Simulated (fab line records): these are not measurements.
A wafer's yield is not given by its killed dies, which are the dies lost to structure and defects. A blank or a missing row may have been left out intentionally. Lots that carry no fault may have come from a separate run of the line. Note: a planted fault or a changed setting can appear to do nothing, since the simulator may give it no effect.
Check for tools in common + flow sky130 + Sampled: 12 lots, 36 wafers

== REASON IT WAS OPENED ==
Of 12 lots, 2 have the reading PWDE_TW flagged at SKY_PWDE_TW_MEAS_10. Fault-free wafers read 371, with a standard deviation of 5.2.
Rule: a lot is flagged in two cases, either no wafer of it has a number, or all its wafers with numbers fall more than 4 standard deviations from that mean. All remaining lots are regarded as sound.

| lot  | measured    | on           | PWDE_TW, wafer by wafer | flag    |
|------|-------------|--------------|-------------------------|---------|
| L111 | day 4 09:08 | filmMetro-04 | 377 377 378             |         |
| L114 | day 4 16:25 | filmMetro-04 | 378 379 380             |         |
| L115 | day 5 01:37 | filmMetro-04 | 378 380 380             |         |
| L116 | day 5 06:19 | filmMetro-04 | 376 377 379             |         |
| L117 | day 5 09:47 | filmMetro-03 | 365 365 366             |         |
| L121 | day 6 09:44 | filmMetro-03 | 266 266 267             | FLAGGED |
| L123 | day 7 00:38 | filmMetro-03 | 365 367 370             |         |
| L124 | day 7 06:16 | filmMetro-04 | 275 276 276             | FLAGGED |
| L128 | day 7 21:56 | filmMetro-01 | 368 369 370             |         |
| L129 | day 8 05:46 | filmMetro-01 | 369 368 370             |         |
| L132 | day 8 23:07 | filmMetro-04 | 379 381 380             |         |
| L133 | day 9 02:22 | filmMetro-01 | 370 369 369             |         |
On average the flagged lots' numbers are 271, which is -100 against the usual, or -19 standard deviations.

== TOOL THAT RAN EACH LOT ==
The record holds 1 process step before the reading, out of a route of 708 steps. Cell contents, in order: the tool; ch with the chambers the sampled wafers went through; the start.
| lot  | flag    | SKY_PWDE_IMPLANT_08            |
|------|---------|--------------------------------|
| L111 |         | implanter-02 ch 0, day 4 08:54 |
| L114 |         | implanter-04 ch 0, day 4 16:10 |
| L115 |         | implanter-02 ch 0, day 5 01:22 |
| L116 |         | implanter-03 ch 0, day 5 06:04 |
| L117 |         | implanter-03 ch 0, day 5 09:34 |
| L121 | FLAGGED | implanter-03 ch 0, day 6 09:30 |
| L123 |         | implanter-02 ch 0, day 7 00:26 |
| L124 | FLAGGED | implanter-03 ch 0, day 7 06:01 |
| L128 |         | implanter-02 ch 0, day 7 21:42 |
| L129 |         | implanter-02 ch 0, day 8 05:31 |
| L132 |         | implanter-02 ch 0, day 8 22:52 |
| L133 |         | implanter-02 ch 0, day 9 02:07 |
What the steps here do:
- SKY_PWDE_IMPLANT_08
- SKY_PWDE_TW_MEAS_10

== FLAGGED OVER TOTAL, TOOL BY TOOL (the gauges that took the reading come last) ==
| step                | tool         | lots run | flagged | share of the flagged lots | sound lots run after its first flagged lot |
|---------------------|--------------|----------|---------|---------------------------|--------------------------------------------|
| SKY_PWDE_IMPLANT_08 | implanter-02 | 7        | 0       | none                      | -                                          |
| SKY_PWDE_IMPLANT_08 | implanter-03 | 4        | 2       | all                       | 0                                          |
| SKY_PWDE_IMPLANT_08 | implanter-04 | 1        | 0       | none                      | -                                          |
| SKY_PWDE_TW_MEAS_10 | filmMetro-01 | 3        | 0       | none                      | -                                          |
| SKY_PWDE_TW_MEAS_10 | filmMetro-03 | 3        | 1       | some                      | 1 (L123)                                   |
| SKY_PWDE_TW_MEAS_10 | filmMetro-04 | 6        | 1       | some                      | 1 (L132)                                   |

== THE TABLE: WHAT IT ALLOWS ==
In the table, 1 row covers all flagged lots: implanter-03 at SKY_PWDE_IMPLANT_08.
- implanter-03 at SKY_PWDE_IMPLANT_08: 2 of its 4 lots flagged. Its last sound lot is L117 (day 5 09:34), its first flagged lot L121 (day 6 09:30): a fault that began between those two fits. Its own readings (doseIonsCm2, faradayCurrentUA) fall more than 4 standard deviations out on all wafers of the flagged lots.
Left over: one tool, implanter-03 at SKY_PWDE_IMPLANT_08.

== WHAT THE SIMULATOR HAD INSERTED ==
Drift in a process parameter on implanter-03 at SKY_PWDE_IMPLANT_08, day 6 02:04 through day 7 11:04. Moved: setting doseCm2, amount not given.
Lots struck among those shown: L121, L124. The rule above reached the same finding.
